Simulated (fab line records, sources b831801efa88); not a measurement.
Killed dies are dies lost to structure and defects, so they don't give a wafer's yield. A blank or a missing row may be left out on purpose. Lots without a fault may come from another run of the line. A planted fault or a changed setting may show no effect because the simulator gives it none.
Which tool did it? | flow gf180mcu | 14 lots, 42 wafers sampled, at 4 steps of a route of 602

WHAT THE GAUGES READ, wafer by wafer
GF_V5_CD_MEAS_14: target cd 260 nm. Usual: cd_nm 259.9 nm, standard deviation 1.1.
lot  | measured     | on        | cd_nm (nm)        | flag
L166 | day 26 21:56 | cd_sem-01 | 259.8 261.3 259.9 |
L167 | day 27 11:25 | cd_sem-01 | 259.3 257.7 258.3 |
L169 | day 28 05:38 | cd_sem-02 | 258.9 259.4 259.6 |
L170 | day 28 10:22 | cd_sem-02 | 313.7 312.7 313.1 | OFF
L173 | day 29 07:19 | cd_sem-01 | 260.5 260.0 259.4 |
L174 | day 29 16:10 | cd_sem-02 | 313.1 312.1 312.3 | OFF
L179 | day 31 12:46 | cd_sem-01 | 259.6 259.9 258.0 |
L183 | day 32 11:19 | cd_sem-01 | 261.3 261.2 260.1 |
L184 | day 32 13:59 | cd_sem-02 | 259.9 259.2 260.5 |
L185 | day 33 03:26 | cd_sem-01 | 259.1 259.5 256.9 |
L186 | day 33 03:49 | cd_sem-01 | 259.0 259.8 258.0 |
L187 | day 33 10:49 | cd_sem-02 | 259.9 259.8 260.5 |
L188 | day 33 10:49 | cd_sem-01 | 260.7 259.5 261.6 |
L189 | day 33 20:02 | cd_sem-01 | 257.3 260.6 258.7 |

WHICH TOOL RAN EACH LOT (tool, then ch and the chambers of the sampled wafers, then the start)
lot  | GF_V4_SPUTTER_21             | GF_MIM_METAL_ETCH_19              | GF_V5_SOFTBAKE_10
L166 | pvd_sputter-03, day 24 03:49 | rie_metal-01 ch 0,1, day 25 02:42 | litho_track-04 ch 0, day 26 12:00
L167 | pvd_sputter-03, day 24 16:48 | rie_metal-04 ch 0,1, day 25 15:36 | litho_track-04 ch 0, day 27 00:00
L169 | pvd_sputter-02, day 25 12:46 | rie_metal-04 ch 0,1, day 26 11:13 | litho_track-04 ch 0, day 27 18:00
L170 | pvd_sputter-02, day 25 16:53 | rie_metal-02 ch 0,1, day 26 15:16 | litho_track-04 ch 0, day 28 00:00
L173 | pvd_sputter-04, day 26 16:44 | rie_metal-01 ch 0,1, day 27 14:37 | litho_track-02 ch 0, day 28 21:00
L174 | pvd_sputter-04, day 27 03:18 | rie_metal-01 ch 0,1, day 28 00:32 | litho_track-04 ch 0, day 29 07:00
L179 | pvd_sputter-02, day 29 04:05 | rie_metal-01 ch 0, day 29 23:41   | litho_track-03 ch 0, day 31 03:00
L183 | pvd_sputter-03, day 30 03:58 | rie_metal-04 ch 0,1, day 30 22:52 | litho_track-02 ch 0, day 32 02:00
L184 | pvd_sputter-02, day 30 06:55 | rie_metal-02 ch 0,1, day 31 02:23 | litho_track-04 ch 0, day 32 06:00
L185 | pvd_sputter-04, day 30 20:26 | rie_metal-02 ch 0,1, day 31 15:26 | litho_track-02 ch 0, day 32 18:00
L186 | pvd_sputter-03, day 30 21:35 | rie_metal-04 ch 0,1, day 31 16:07 | litho_track-03 ch 0, day 32 18:00
L187 | pvd_sputter-02, day 31 04:29 | rie_metal-02 ch 0,1, day 31 22:58 | litho_track-03 ch 0, day 33 02:00
L188 | pvd_sputter-04, day 31 06:53 | rie_metal-04 ch 0,1, day 32 00:38 | litho_track-04 ch 0, day 33 03:00
L189 | pvd_sputter-03, day 31 16:37 | rie_metal-01 ch 0, day 32 10:07   | litho_track-04 ch 0, day 33 11:00
- GF_V4_SPUTTER_21: material Ti, target thk 15 nm, time 80.02 s.
- GF_MIM_METAL_ETCH_19: etches the open film in Cl2/BCl3, stops on Si3N4, target depth 324.5 nm, time 54.1 s.
- GF_V5_SOFTBAKE_10: time 60 s.

WHAT THE TOOLS THEMSELVES READ (means of the sampled wafers that have a number; where no wafer has one, the mark that the record gives instead)
GF_V4_SPUTTER_21. Usual: throttle_valve_pct 29.7 %, standard deviation 1.
lot  | tool           | throttle_valve_pct (%) | flag
L166 | pvd_sputter-03 | 29.3                   |
L167 | pvd_sputter-03 | 29.2                   |
L169 | pvd_sputter-02 | 30.5                   |
L170 | pvd_sputter-02 | 30.3                   |
L173 | pvd_sputter-04 | 30.1                   |
L174 | pvd_sputter-04 | 28.7                   |
L179 | pvd_sputter-02 | 31.0                   |
L183 | pvd_sputter-03 | 29.5                   |
L184 | pvd_sputter-02 | 29.9                   |
L185 | pvd_sputter-04 | 29.8                   |
L186 | pvd_sputter-03 | 28.9                   |
L187 | pvd_sputter-02 | 30.1                   |
L188 | pvd_sputter-04 | 29.3                   |
L189 | pvd_sputter-03 | 30.0                   |

GF_MIM_METAL_ETCH_19. Usual: chamber_pressure_mTorr 8.000 mTorr, standard deviation 0.0077; drypump_motor_current_A 5.9 A, standard deviation 0.55; he_backside_leak_sccm 3.4 sccm, standard deviation 0.32; oes_product_au 0.942 a.u., standard deviation 0.006; throttle_valve_pct 28.284 %, standard deviation 0.01.
lot  | tool         | chamber_pressure_mTorr (mTorr) | drypump_motor_current_A (A) | he_backside_leak_sccm (sccm) | oes_product_au (a.u.) | throttle_valve_pct (%) | flag
L166 | rie_metal-01 | 8.010                          | 6.0                         | 3.3                          | 0.939                 | 28.293                 |
L167 | rie_metal-04 | 7.996                          | 6.0                         | 3.5                          | 0.945                 | 28.274                 |
L169 | rie_metal-04 | 7.998                          | 6.2                         | 3.3                          | 0.939                 | 28.284                 |
L170 | rie_metal-02 | 7.996                          | 5.6                         | 3.6                          | 0.939                 | 28.284                 |
L173 | rie_metal-01 | 8.002                          | 5.4                         | 3.1                          | 0.944                 | 28.280                 |
L174 | rie_metal-01 | 7.994                          | 6.0                         | 3.3                          | 0.944                 | 28.286                 |
L179 | rie_metal-01 | 8.002                          | 6.5                         | 3.4                          | 0.940                 | 28.290                 |
L183 | rie_metal-04 | 7.998                          | 6.2                         | 3.3                          | 0.933                 | 28.289                 |
L184 | rie_metal-02 | 8.004                          | 5.6                         | 3.7                          | 0.949                 | 28.285                 |
L185 | rie_metal-02 | 7.997                          | 5.6                         | 3.6                          | 0.948                 | 28.266                 |
L186 | rie_metal-04 | 8.000                          | 6.0                         | 3.4                          | 0.940                 | 28.275                 |
L187 | rie_metal-02 | 7.996                          | 5.4                         | 3.5                          | 0.936                 | 28.285                 |
L188 | rie_metal-04 | 7.993                          | 6.0                         | 4.5                          | 0.940                 | 28.295                 | OFF
L189 | rie_metal-01 | 8.005                          | 6.5                         | 3.3                          | 0.939                 | 28.283                 |

GF_V5_SOFTBAKE_10. Usual: heater_power_total_W 93.05 W, standard deviation 0.06; plate_temp_C 130.02 C, standard deviation 0.13.
lot  | tool           | heater_power_total_W (W) | plate_temp_C (C) | flag
L166 | litho_track-04 | 93.07                    | 129.98           |
L167 | litho_track-04 | 93.02                    | 130.05           |
L169 | litho_track-04 | 93.04                    | 130.12           |
L170 | litho_track-04 | 106.09                   | 143.81           | OFF
L173 | litho_track-02 | 93.04                    | 129.93           |
L174 | litho_track-04 | 105.98                   | 143.82           | OFF
L179 | litho_track-03 | 93.02                    | 129.93           |
L183 | litho_track-02 | 93.02                    | 129.99           |
L184 | litho_track-04 | 93.07                    | 129.98           |
L185 | litho_track-02 | 93.05                    | 130.04           |
L186 | litho_track-03 | 93.08                    | 129.97           |
L187 | litho_track-03 | 93.07                    | 130.13           |
L188 | litho_track-04 | 93.03                    | 130.18           |
L189 | litho_track-04 | 92.99                    | 130.03           |

THE ANSWER, worked out from the rows above alone
Rule: a lot is off if the mean of its wafers that have a number lies more than 3 standard deviations from the usual mean. A lot without any number at a reading at which 4 lots or more have one is off too. The other lots that the step has rows for count as sound. The gauges are gone through in route order, then the tools' own readings, and for those a lot's mean is taken as printed above. The first step at which some lot is off is used, and at that step the reading that is off furthest; a lot without a number counts as furthest.
Off: L170, L174, at GF_V5_CD_MEAS_14 (cd_nm).
A tool fits if, at a process step before that reading, it ran every lot that is off, and no sound lot after the first of them. The gauges at GF_V5_CD_MEAS_14 aren't tried: what is off there is off at GF_V5_SOFTBAKE_10 too, on other tools, and a gauge's error can't cause that. None of those tried fits.

WHAT THE SIMULATOR HAD PUT IN
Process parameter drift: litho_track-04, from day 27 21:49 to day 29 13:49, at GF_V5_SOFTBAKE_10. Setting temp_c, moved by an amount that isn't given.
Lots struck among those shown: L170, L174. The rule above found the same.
